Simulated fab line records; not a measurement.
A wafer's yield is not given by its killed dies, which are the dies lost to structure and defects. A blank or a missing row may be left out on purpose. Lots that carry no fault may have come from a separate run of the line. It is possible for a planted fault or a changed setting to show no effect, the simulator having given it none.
fab line records | flow sky130
record: lots: 14 wafers: 40 lastDay: 50
route steps=708 shown METAL4@602 CAP2M@603
lots that met no fault: from a run of the same line without faults
startH: the number of hours between the record's first day and the start of the first shown wafer of the lot | waitH: hours since the lot's step before | " repeats the value in the row above | L1.1+2: one row covering several wafers at once | - no value, or no start given | * or withheld: withheld | < > ~ a bound
route shown NAME@n: NAME is a module with steps in the file, n the number in the route of the first one | usual: mean/standard deviation of fault-free wafers | same: alike in all rows | chamber/n: place in a boat | sites: readings site by site | _std_site: their standard deviation | _edge_site: inner sites' mean taken away from outer sites' mean | radiusMm: for every site, how far away it sits from the centre of the wafer | mask NAME#n: copy n | behind: tool/chamber where the wafer was last shaped | hold: why the lot was held/for how many hours/how that ended | device: whichever transistor did not switch (one of n, p or np) | end of line: tests run on the same wafers once the route is complete | a step given without rows: its recipe and nothing more | killed: dies lost to structure and defects at the first sort, not the wafer's yield | map: a wafer's dies, marking killed ones x, the rest . and places with no die _
set.NAME: the setting as run; set.NAME@STEP: as run at that earlier step | model.NAME: the simulator's own value behind a step, which no gauge read
one table for each step of the route and one row for each wafer, over a sample of lots
services: a tool's chamber out of use, with start hour (startH, from the record's first day; less than 0 if before it), hours out, and reason
== steps ==
step: SKY_METAL4_SPUTTER_04
recipe: material: TiN targetThkNm: 70 powerW: 6500 timeS: 58.3 chamberPressurePa: 0.4
usual: throttleValvePct: 30.1/1.2
columns lot.wafer tool chamber startH waitH throttleValvePct
L714.1 pvdSputter-02 - 945.62 0.0 30.5
L714.3 " - " " 28.7
L714.6 " - " " 32.2
L715.2 pvdSputter-01 - 949.09 0.0 28.6
L715.4 " - " " 31.0
L715.5 " - " " 30.6
L719.1 pvdSputter-02 - 997.58 0.0 29.0
L719.2 " - " " 32.0
L719.3 " - " " 31.1
L718.2 pvdSputter-01 - 999.30 0.0 30.5
L718.4 " - " " 30.1
L718.6 " - " " 30.9
L720.3 pvdSputter-02 - 1012.04 0.0 32.0
L720.5 " - " " 30.0
L720.6 " - " " 32.2
L721.6 pvdSputter-02 - 1014.13 0.0 32.0
L726.2 pvdSputter-02 - 1026.08 0.0 30.3
L726.3 " - " " 29.0
L726.6 " - " " 28.9
L728.1 pvdSputter-03 - 1044.05 0.0 30.2
L728.2 " - " " 31.0
L728.3 " - " " 30.1
L729.1 pvdSputter-02 - 1057.82 0.0 30.6
L729.2 " - " " 32.1
L729.5 " - " " 32.0
L730.1 pvdSputter-02 - 1060.27 0.0 29.0
L730.5 " - " " 31.0
L730.6 " - " " 30.4
L731.2 pvdSputter-01 - 1063.09 0.0 29.9
L731.4 " - " " 28.0
L731.5 " - " " 30.9
L732.1 pvdSputter-03 - 1063.75 0.0 30.1
L732.2 " - " " 31.3
L732.6 " - " " 30.1
L733.1 pvdSputter-03 - 1069.64 0.0 29.8
L733.5 " - " " 31.0
L733.6 " - " " 27.9
L734.4 pvdSputter-02 - 1086.61 0.0 28.6
L734.5 " - " " 29.0
L734.6 " - " " 31.1
step: SKY_CAP2M_CVD_00
recipe: material: SiO2 targetThkNm: 15.5 tempC: 400 timeS: withheld rfW: 450
usual: heaterPowerW: 713/99 rfFwdPowerW: 441.5/2
columns lot.wafer tool chamber startH waitH heaterPowerW rfFwdPowerW
L714.1 pecvd-01 2 945.67 0.0 573 443.8
L714.3 " 0 " " 679 442.1
L714.6 " 2 " " 566 443.5
L715.2 pecvd-03 2 949.14 0.0 830 440.2
L715.4 " 0 " " 693 442.1
L715.5 " 1 " " 893 442.3
L719.1 pecvd-02 0 997.63 0.0 727 439.3
L719.2 " 1 " " 693 443.0
L719.3 " 2 " " 753 440.9
L718.2 pecvd-03 0 999.35 0.0 670 444.3
L718.4 " 0 " " 681 444.3
L718.6 " 1 " " 879 441.7
L720.3 pecvd-01 1 1012.09 0.0 715 440.0
L720.5 " 2 " " 515 445.4
L720.6 " 0 " " 668 444.4
L721.6 pecvd-03 2 1014.17 0.0 771 439.7
L726.2 pecvd-02 2 1026.13 0.0 751 442.4
L726.3 " 0 " " 720 439.7
L726.6 " 2 " " 743 440.3
L728.1 pecvd-01 0 1044.10 0.0 597 441.4
L728.2 " 2 " " 555 447.2
L728.3 " 1 " " 663 442.1
L729.1 pecvd-03 2 1057.87 0.0 763 442.0
L729.2 " 0 " " 761 443.6
L729.5 " 2 " " 762 441.9
L730.1 pecvd-02 0 1060.32 0.0 769 438.3
L730.5 " 1 " " 667 441.7
L730.6 " 0 " " 744 437.9
L731.2 pecvd-03 1 1063.13 0.0 837 440.7
L731.4 " 1 " " 856 439.4
L731.5 " 0 " " 689 444.7
L732.1 pecvd-01 1 1063.80 0.0 612 440.5
L732.2 " 2 " " 507 441.2
L732.6 " 2 " " 510 444.7
L733.1 pecvd-02 0 1069.69 0.0 751 438.0
L733.5 " 2 " " 737 439.3
L733.6 " 0 " " 767 439.5
L734.4 pecvd-02 0 1086.67 0.0 756 438.2
L734.5 " 2 " " 629 440.7
L734.6 " 1 " " 682 439.4
step: SKY_CAP2M_THK_MEAS_01
recipe: reads: SiO2_of_CAP2M_CVD_00
usual: CAP2M_CVD_00_THK: 15.43/0.22
columns lot.wafer tool chamber startH waitH CAP2M_CVD_00_THK[nm]
L714.1 filmMetro-04 - 945.69 - 15.21
L714.3 " - " " 15.12
L714.6 " - " " 15.28
L715.2 filmMetro-04 - 949.17 - 15.21
L715.4 " - " " 15.15
L715.5 " - " " 15.79
L719.1 filmMetro-01 - 997.65 - 15.48
L719.2 " - " " 15.51
L719.3 " - " " 15.48
L718.2 filmMetro-04 - 999.38 - 15.19
L718.4 " - " " 15.30
L718.6 " - " " 15.80
L720.3 filmMetro-01 - 1012.13 - 15.36
L720.5 " - " " 15.59
L720.6 " - " " 15.68
L721.6 filmMetro-03 - 1014.23 - 15.63
L726.2 filmMetro-01 - 1026.18 - 15.40
L726.3 " - " " 15.87
L726.6 " - " " 15.49
L728.1 filmMetro-01 - 1044.12 - 15.17
L728.2 " - " " 15.29
L728.3 " - " " 15.22
L729.1 filmMetro-03 - 1057.89 - 15.44
L729.2 " - " " 15.45
L729.5 " - " " 15.48
L730.1 filmMetro-03 - 1060.34 - 15.26
L730.5 " - " " 15.66
L730.6 " - " " 15.64
L731.2 filmMetro-01 - 1063.17 - 15.37
L731.4 " - " " 15.78
L731.5 " - " " 15.56
L732.1 filmMetro-01 - 1063.82 - 15.07
L732.2 " - " " 15.30
L732.6 " - " " 15.59
L733.1 filmMetro-03 - 1069.71 - 15.08
L733.5 " - " " 15.11
L733.6 " - " " 15.21
L734.4 filmMetro-01 - 1086.71 - 15.24
L734.5 " - " " 15.57
L734.6 " - " " 15.92
step: SKY_METAL4_EXPOSE_10
recipe: maskId: MM4 na: 0.68 sourceShape: annular sigmaInner: 0.4 sigmaOuter: 0.8 targetCdNm: 300 doseMj: 28
usual: exposureDoseMJCm2: 27.999/0.027 focusOffsetNm: 0.1/0.47 reticleTempC: 22.99/0.12 sigmaOuter: 0.8/0
columns lot.wafer tool chamber startH waitH mask exposureDoseMJCm2 focusOffsetNm reticleTempC sigmaOuter
L714.1 krfScanner-01 0 982.91 - MM4#0 28.001 0.2 23.02 0.8
L714.3 " 0 " " MM4#0 28.019 0.0 22.90 0.8
L714.6 " 0 " " MM4#0 28.034 -0.1 22.99 0.8
L715.2 krfScanner-01 0 985.86 - MM4#0 28.024 0.2 22.85 0.8
L715.4 " 0 " " MM4#0 27.994 0.1 22.89 0.8
L715.5 " 0 " " MM4#0 28.017 -0.5 22.84 0.8
L719.1 krfScanner-02 0 1033.86 - MM4#0 27.991 0.7 23.03 0.8
L719.2 " 0 " " MM4#0 27.988 -0.1 23.00 0.8
L719.3 " 0 " " MM4#0 27.959 0.9 22.91 0.8
L718.2 krfScanner-02 0 1035.55 - MM4#0 28.014 -0.2 22.99 0.8
L718.4 " 0 " " MM4#0 28.005 0.0 23.00 0.8
L718.6 " 0 " " MM4#0 28.000 -0.8 22.77 0.8
L720.3 krfScanner-02 - 1047.27 - MM4#0 - - - -
L720.5 " - " " MM4#0 - - - -
L720.6 " - " " MM4#0 - - - -
L721.6 krfScanner-01 - 1049.06 - MM4#0 - - - -
L726.2 krfScanner-01 0 1061.14 - MM4#0 27.970 -0.2 22.97 0.8
L726.3 " 0 " " MM4#0 27.996 0.4 23.13 0.8
L726.6 " 0 " " MM4#0 27.994 0.7 23.13 0.8
L728.1 krfScanner-01 0 1077.60 - MM4#0 28.020 0.0 22.82 0.8
L728.2 " 0 " " MM4#0 28.075 0.0 22.88 0.8
L728.3 " 0 " " MM4#0 28.046 -0.5 22.79 0.8
L729.1 krfScanner-02 0 1089.73 - MM4#0 27.988 -0.3 22.84 0.8
L729.2 " 0 " " MM4#0 27.969 0.3 22.85 0.8
L729.5 " 0 " " MM4#0 27.962 -0.2 23.00 0.8
L730.1 krfScanner-02 0 1093.23 - MM4#0 28.006 0.3 22.88 0.8
L730.5 " 0 " " MM4#0 27.960 0.4 22.83 0.8
L730.6 " 0 " " MM4#0 27.975 0.4 22.88 0.8
L731.2 krfScanner-02 0 1095.25 - MM4#0 27.987 -1.0 22.83 0.8
L731.4 " 0 " " MM4#0 28.004 -0.2 22.82 0.8
L731.5 " 0 " " MM4#0 27.997 -0.4 22.97 0.8
L732.1 krfScanner-01 0 1096.51 - MM4#0 28.043 -0.2 23.09 0.8
L732.2 " 0 " " MM4#0 27.987 -1.2 22.99 0.8
L732.6 " 0 " " MM4#0 28.001 -1.0 23.19 0.8
L733.1 krfScanner-02 0 1101.56 - MM4#0 27.968 0.0 23.10 0.8
L733.5 " 0 " " MM4#0 27.973 0.1 23.00 0.8
L733.6 " 0 " " MM4#0 27.977 0.2 23.03 0.8
L734.4 krfScanner-02 0 1116.73 - MM4#0 28.006 0.0 22.94 0.8
L734.5 " 0 " " MM4#0 27.940 -0.2 23.22 0.8
L734.6 " 0 " " MM4#0 27.980 -0.6 23.06 0.8
== services ==
columns tool chamber startH hours kind
pecvd-03 2 931.29 5.5 scheduledDown
krfScanner-01 - 943.02 0.5 repair
pvdSputter-01 - 944.01 3.1 repair
pecvd-03 0 957.90 2.1 scheduledDown
krfScanner-01 - 958.58 0.8 pm
krfScanner-02 - 969.22 0.4 repair
krfScanner-01 - 972.55 1.3 pm
krfScanner-02 - 979.87 1.0 pm
pecvd-03 2 987.87 3.8 repair
pecvd-02 1 999.38 - clean
pecvd-02 1 999.38 - consumableReplace:showerhead
pecvd-02 1 999.38 29.0 scheduledDown
pecvd-02 1 999.38 29.0 ventCycle
pecvd-03 - 999.42 0.8 repair
pecvd-01 - 1007.78 1.3 repair
krfScanner-01 - 1012.73 1.0 pm
pecvd-01 2 1028.69 5.5 scheduledDown
krfScanner-01 - 1032.67 1.0 repair
pecvd-01 - 1049.80 1.0 repair
pecvd-02 - 1068.26 0.9 repair
krfScanner-02 - 1074.84 0.8 pm
pecvd-01 2 1082.76 2.1 scheduledDown
krfScanner-02 - 1090.52 1.3 pm
pecvd-01 - 1091.26 0.6 repair
== key ==
firstSign: step: SKY_METAL4_EXPOSE_10 reading: toolRecord direction: missing
effect none on later readings
metAt SKY_METAL4_EXPOSE_10
struckLots L720,L721
laterRowsLeftOut L720.3,L720.5,L720.6,L721.6
sortLeftOut L720.3,L720.5,L720.6,L721.6
testerLeftOut L721
notActingAt SKY_METAL4_SPUTTER_04,SKY_CAP2M_CVD_00,SKY_CAP2M_THK_MEAS_01
onsetBetween 1035.55 1047.27
earlierFault: kind: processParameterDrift tool: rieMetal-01 chamber: 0 onsetH: 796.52 steps: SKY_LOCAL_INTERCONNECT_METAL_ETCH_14 channel: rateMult offset: 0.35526 shape: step endH: 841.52
fault: kind: skippedStepWhole tool: krfScanner-01,krfScanner-02 chamber: - onsetH: 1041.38 steps: SKY_METAL4_EXPOSE_10 scope: struckLotsOnly
testerLeftOut: of these lots the tester's yield and bins aren't shown, on N5 and GAA mostly nor the transistor test; their killed dies are dies lost to structure and defects alone, not to doping, threshold or leakage, so they don't give the yield
sortLeftOut: the simulated sort isn't trusted on such a fault, so these wafers' sort isn't shown, and their yield isn't known
laterRowsLeftOut: the simulator's readings of these wafers behind a module that went badly wrong aren't trusted and aren't shown, but for the sort
